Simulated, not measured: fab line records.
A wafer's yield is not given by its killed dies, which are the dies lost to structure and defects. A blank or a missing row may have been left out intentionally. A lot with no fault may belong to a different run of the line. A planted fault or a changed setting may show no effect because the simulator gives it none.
Which tool was responsible? | flow gf180mcu | 18 wafers sampled from 6 lots at 1 step of a route of 602

== WHAT THE GAUGES SHOWED, per wafer ==
GF_M5_OVL_MEAS_08.
lot  | measured     | on         | M5_OVL (nm)
L254 | day 27 05:00 | overlay-02 | 0 -7 -4
L256 | day 27 15:47 | overlay-01 | -11 -7 -8
L260 | day 28 22:23 | overlay-01 | 4 3 1
L271 | day 31 20:38 | overlay-02 | -2 5 0
L274 | day 32 18:45 | overlay-02 | 2 -13 -7
L276 | day 33 02:17 | overlay-01 | 0 -4 -1

== EACH LOT AND THE TOOL THAT RAN IT (in order: tool; ch and the chambers of the sampled wafers; start) ==
The record shows no process step preceding these readings.

== THE ANSWER, worked out from the rows above alone ==
Rule: the lots themselves supply what counts as usual. The widest of any qualifying gaps counts: lots, ordered by their means at a reading, are off when they make up no more than a third of the lots, leave a main group of 4 or more, and stand apart from it by 3 or more times the standard deviation of that group's means. A main group is skipped when, at the precision printed for the reading in the tables above, its means are all equal. A lot without any number at a reading at which 4 lots or more have one is off too. Where the step has rows for the other lots, those lots are counted as sound.
Across all readings shown, no lot is off: no conclusion can be drawn from this.

== WHAT THE SIMULATOR HAD INSERTED ==
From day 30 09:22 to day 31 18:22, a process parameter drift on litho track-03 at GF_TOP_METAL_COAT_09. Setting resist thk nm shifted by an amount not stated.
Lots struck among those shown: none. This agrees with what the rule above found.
